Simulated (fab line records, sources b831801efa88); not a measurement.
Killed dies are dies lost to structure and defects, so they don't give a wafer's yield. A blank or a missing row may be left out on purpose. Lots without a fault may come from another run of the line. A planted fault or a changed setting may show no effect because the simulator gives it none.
A struck lot beside a sound one | flow sky130 | 14 steps out of a route of 708
Sound: wafers L998.1, L998.3, L998.6. Struck: wafers L992.1, L992.5, L992.6. The cause comes at the end.
At each step with rows: each side's tool, then ch and its chambers, then its first start. Under that, the readings that differ: sound wafers | struck wafers | difference of the means | sigmas: that difference in standard deviations of wafers without a fault.
alike: readings whose means differ by less than 2 such deviations, and words and numbers that are the same on both sides. not compared: withheld readings, readings that some wafer has no value for, bounds like >300 that may hide the same value, and numbers for which the record gives no deviation and whose values overlap.
The two part at a step that has a row with sigmas, a row that says differs or no value, or rows on one side only. Numbers that don't overlap but have no deviation are shown without sigmas and don't part them. A reading that every wafer of one side lacks parts them only if that side has two wafers or more.

first, 8 steps without rows for these wafers: SKY_POLY_CUT_DEHYDRATE_00 (time 60 s); SKY_POLY_CUT_HMDS_01 (prime time 60 s); SKY_POLY_CUT_COAT_02 (resist thk 60 nm); SKY_POLY_CUT_COAT_03 (resist thk 450 nm); SKY_POLY_CUT_SOFTBAKE_04 (time 90 s); SKY_POLY_CUT_EXPOSE_05 (exposes mask NPCM, target cd 270 nm); SKY_POLY_CUT_PEB_06; SKY_POLY_CUT_DEVELOP_07 (develop time 60 s).
SKY_POLY_CUT_CD_MEAS_08: target cd 270 nm.
  sound on cd_sem-01, day 32 00:44; struck on cd_sem-01, day 29 12:59
  alike: cd_nm
SKY_POLY_CUT_OVL_MEAS_09:
  sound on overlay-02, day 32 00:52; struck on overlay-01, day 29 13:07
  alike: POLY_CUT_OVL
SKY_POLY_CUT_ETCH_10: etches BARC in N2/H2, stops on SiO2, time 45.9 s, target depth 60 nm.
  sound on rie_diel-02 ch 1,3, day 32 00:54; struck on rie_diel-03 ch 0,1,3, day 29 13:09
  alike: drypump_motor_current_A, oes_product_au, throttle_valve_pct
  not compared: rf_hours_counter_h
SKY_POLY_CUT_ETCH_11: etches Si3N4 in CF4/CH2F2/Ar, stops on poly-Si, time 42.5 s, target depth 60 nm.
  sound on rie_diel-02 ch 1,3, day 32 00:56; struck on rie_diel-03 ch 0,1,3, day 29 13:11
  alike: drypump_motor_current_A, mfc_ar_sccm, oes_product_au, throttle_valve_pct
  not compared: rf_hours_counter_h
SKY_POLY_CUT_STRIP_12: strips in O2/N2.
  sound on plasma_asher-04 ch 0,1, day 32 00:59; struck on plasma_asher-04 ch 0,1, day 29 13:14
  no value came back on the struck wafers for chamber_pressure_mTorr (mTorr), drypump_motor_current_A (A), oes_product_au (a.u.), strip_time_to_endpoint_s (s); on the sound wafers chamber_pressure_mTorr (mTorr) reads 1498.9 1500.2 1499.6
  reading                                         | sound | struck            | difference | sigmas
  model.KrF-thick_of_POLY_CUT_COAT_03.thk_nm (nm) | 0 0 0 | 408.4 407.1 407.8 | +407.8     |
  not compared: rf_hours_counter_h
-- the record jumps here: 21 days lie between the struck wafers' starts before and after (it left off in module POLY_CUT and takes up again in module PAD_OPEN, whose first step shown is number 708 of the route) --
SKY_PAD_OPEN_PROBE_99:
  the record has rows for the struck wafers here (prober-01, day 50 12:49) and none for the sound ones

WHERE THEY PART
First at SKY_POLY_CUT_STRIP_12; last, within this record, at SKY_PAD_OPEN_PROBE_99.

WHY: what the simulator had put in
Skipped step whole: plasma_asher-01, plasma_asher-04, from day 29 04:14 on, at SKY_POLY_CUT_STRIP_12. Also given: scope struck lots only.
